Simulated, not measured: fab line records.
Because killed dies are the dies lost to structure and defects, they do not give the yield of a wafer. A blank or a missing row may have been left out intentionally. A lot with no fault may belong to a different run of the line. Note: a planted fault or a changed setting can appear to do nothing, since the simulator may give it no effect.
Struck lot and sound lot, side by side    flow sky130    44 out of 708 route steps
Sound: wafers L675.2, L675.3, L675.4. Struck: wafer L695.1. (L695.2, L695.6 of the same lot were not struck and are left out.) The cause comes at the end.
Order at every step that has rows: each side's tool, ch and its chambers, its first start. Under that, the readings that differ: sound wafers    struck wafers    difference of the means    sigmas: that difference in standard deviations of wafers without a fault.
alike: readings with means less than 2 such deviations apart, plus words and numbers identical on both sides. not compared: withheld readings, readings lacking a value on some wafer, bounds such as >300 that could conceal the same value, and numbers that have no deviation in the record and whose values overlap.
A row with sigmas, a row that says differs or no value, or rows on one side alone: a step with any of these is where the two part. Numbers that have no deviation but don't overlap get no sigmas and don't part them. Lack of a reading on every wafer of one side parts them only where that side has two or more wafers.

first, 2 steps without rows for these wafers: SKY_VIA2_SPUTTER_20 (material TiN, target thk 20 nm, time 80 s); SKY_VIA2_CVD_21 (deposits W, target thk 420 nm, time 126.4 s).
SKY_VIA2_RS_MEAS_22: a four-point-probe measurement.
  struck on filmMetro-04, day 42 08:38; sound on filmMetro-02, day 36 02:25
  alike: VIA2_W_RS
SKY_VIA2_THK_MEAS_23: measures by xrf.
  struck on filmMetro-04, day 42 08:46; sound on filmMetro-02, day 36 02:31
  alike: VIA2_W_THK
SKY_VIA2_CMP_24: polishes, stops on SiO2, t overpolish 20 s, target thk 0 nm.
  sound on cmp-01 ch 0,2,3, day 36 02:34; struck on cmp-01 ch 0, day 42 08:55
  alike: motorCurrentA, overpolishRunS, timeToEndpointS
then, 1 step without rows for these wafers: SKY_METAL3_SPUTTER_00 (material Ti, target thk 15 nm, time 10 s).
SKY_METAL3_SPUTTER_01: material TiN, target thk 20 nm, time 16.7 s.
  struck on pvdSputter-01, day 42 09:08; sound on pvdSputter-01, day 36 02:53
  alike: throttleValvePct
then, 1 step without rows for these wafers: SKY_METAL3_SPUTTER_02 (material AlCu, target thk 735 nm, time 39.1 s).
SKY_METAL3_SPUTTER_03: material Ti, target thk 5 nm, time 3.3 s.
  struck on pvdSputter-01, day 42 09:13; sound on pvdSputter-01, day 36 02:57
  alike: throttleValvePct
SKY_METAL3_SPUTTER_04: material TiN, target thk 70 nm, time 58.3 s.
  struck on pvdSputter-01, day 42 09:14; sound on pvdSputter-01, day 36 02:58
  alike: throttleValvePct
then, 1 step without rows for these wafers: SKY_CAPM_CVD_00 (deposits SiO2, target thk 15.5 nm).
SKY_CAPM_THK_MEAS_01:
  struck on filmMetro-02, day 42 09:18; sound on filmMetro-02, day 36 03:03
  alike: CAPM_CVD_00_THK
SKY_CAPM_SPUTTER_02: material TiN, target thk 200 nm, time 166.7 s.
  struck on pvdSputter-03, day 42 09:22; sound on pvdSputter-03, day 36 03:06
reading                                  sound            struck  difference  sigmas
model.TiN_of_CAPM_SPUTTER_02.thkNm (nm)  198.5 198.2 199  176.1   -22.5       
  alike: throttleValvePct
SKY_CAPM_RS_MEAS_03: a four-point-probe measurement.
  struck on filmMetro-04, day 42 09:28; sound on filmMetro-01, day 36 03:14
reading               sound           struck  difference  sigmas
CAPM_TIN_RS (ohm/sq)  6.97 6.97 6.95  7.87    +0.91       +12
SKY_CAPM_THK_MEAS_04: measures by xrf.
  struck on filmMetro-04, day 42 09:35; sound on filmMetro-01, day 36 03:20
reading            sound              struck  difference  sigmas
CAPM_TIN_THK (nm)  200.3 200.0 200.8  176.4   -24.0       -10
then, 7 steps without rows for these wafers: SKY_CAPM_DEHYDRATE_05 (time 60 s); SKY_CAPM_HMDS_06 (prime time 60 s); SKY_CAPM_COAT_07 (resist thk 1140 nm); SKY_CAPM_SOFTBAKE_08 (time 60 s); SKY_CAPM_EXPOSE_09 (exposes mask CAPM, target cd 1000 nm); SKY_CAPM_PEB_10; SKY_CAPM_DEVELOP_11 (develop time 60 s).
SKY_CAPM_OVL_MEAS_12:
  struck on overlay-01, day 43 08:13; sound on overlay-02, day 37 05:05
  alike: CAPM_OVL
SKY_CAPM_METAL_ETCH_13: etches TiN in Cl2/BCl3, stops on SiO2, target depth 220 nm, time 62.9 s.
  sound on rieMetal-04 ch 0,1, day 37 05:07; struck on rieMetal-04 ch 1, day 43 08:15
reading               sound                 struck  difference  sigmas
oesProductAu (a.u.)   0.936 0.949 0.935     0.877   -0.063      -9
throttleValvePct (%)  21.908 21.903 21.909  21.937  +0.030      +3
  alike: drypumpMotorCurrentA
  not compared: rfHoursCounterH
then, 12 steps without rows for these wafers: SKY_CAPM_STRIP_14 (strips in O2/N2); SKY_CAPM_STRIP_15 (strips in post etch residue remover, time 1200 s); SKY_CAPM_CLEAN_16 (cleans in IPA, time 180 s); SKY_CAPM_CLEAN_17 (cleans in O3/DIW); SKY_METAL3_DEHYDRATE_05 (time 60 s); SKY_METAL3_HMDS_06 (prime time 60 s); SKY_METAL3_COAT_07 (resist thk 60 nm); SKY_METAL3_COAT_08 (resist thk 1140 nm); SKY_METAL3_SOFTBAKE_09 (time 90 s); SKY_METAL3_EXPOSE_10 (exposes mask MM3, target cd 300 nm); SKY_METAL3_PEB_11; SKY_METAL3_DEVELOP_12 (develop time 60 s).
SKY_METAL3_CD_MEAS_13 targets a cd of 300 nm.
  struck on cdSem-02, day 44 08:10; sound on cdSem-02, day 38 07:17
reading    sound              struck  difference  sigmas
cdNm (nm)  303.4 302.6 302.1  296.4   -6.3        -4
SKY_METAL3_OVL_MEAS_14:
  struck on overlay-02, day 44 08:17; sound on overlay-01, day 38 07:23
  alike: METAL3_OVL
then, 2 steps without rows for these wafers: SKY_METAL3_DESCUM_15 (chemistry O2, time 8 s); SKY_METAL3_ETCH_16 (etches BARC in N2/H2, stops on SiO2, time 88.2 s, target depth 60 nm).
SKY_METAL3_ETCH_17: etches SiO2 in C4F8/O2/Ar, stops on TiN, time 3.9 s, target depth 15 nm.
  sound on rieDiel-01 ch 1,2,3, day 38 07:32; struck on rieDiel-01 ch 0, day 44 08:27
  alike: oesProductAu
then, 1 step without rows for these wafers: SKY_METAL3_METAL_ETCH_18 (etches the open film in Cl2/BCl3, stops on SiO2, target depth 845 nm, time 183.1 s).
SKY_METAL3_STRIP_20: strips in post etch residue remover, time 1200 s.
  sound on wetBench-02 ch 1, day 38 08:01; struck on wetBench-01 ch 2, day 44 08:45
reading                                  sound              struck  difference  sigmas
model.TiN_of_CAPM_SPUTTER_02.thkNm (nm)  197.7 197.4 198.2  175.3   -22.5       
-- the record jumps here: 6 days lie between the struck wafers' starts before and after (it left off in module METAL3 and takes up again in module PAD_OPEN, whose first step shown is number 708 of the route) --
SKY_PAD_OPEN_PROBE_99:
  struck on prober-01, day 50 08:56; sound on prober-01, day 45 14:34
reading                        sound             struck  difference  sigmas
killedAtFrontEnd               15 13 7           28      +16         +4
model.etest.capMim.plateOhmSq  6.09 6.024 5.994  6.807   +0.771      
  alike: defectLimitedYield, killed_at_M0_to_M3, killed_at_M4_up, killedAtContacts, killedAtOther, killedDies, killedOpen, killedShort, sort_bin_3_pad_short, sort_bin_5_function, sort_bin_6_memory, sortNPass, sortYieldPct
  not compared: model.etest.capMim.leakLog10ACm2

WHERE THEY PART
Last at SKY_PAD_OPEN_PROBE_99 as far as this record goes, first at SKY_CAPM_RS_MEAS_03.

WHY: the cause the simulator had injected
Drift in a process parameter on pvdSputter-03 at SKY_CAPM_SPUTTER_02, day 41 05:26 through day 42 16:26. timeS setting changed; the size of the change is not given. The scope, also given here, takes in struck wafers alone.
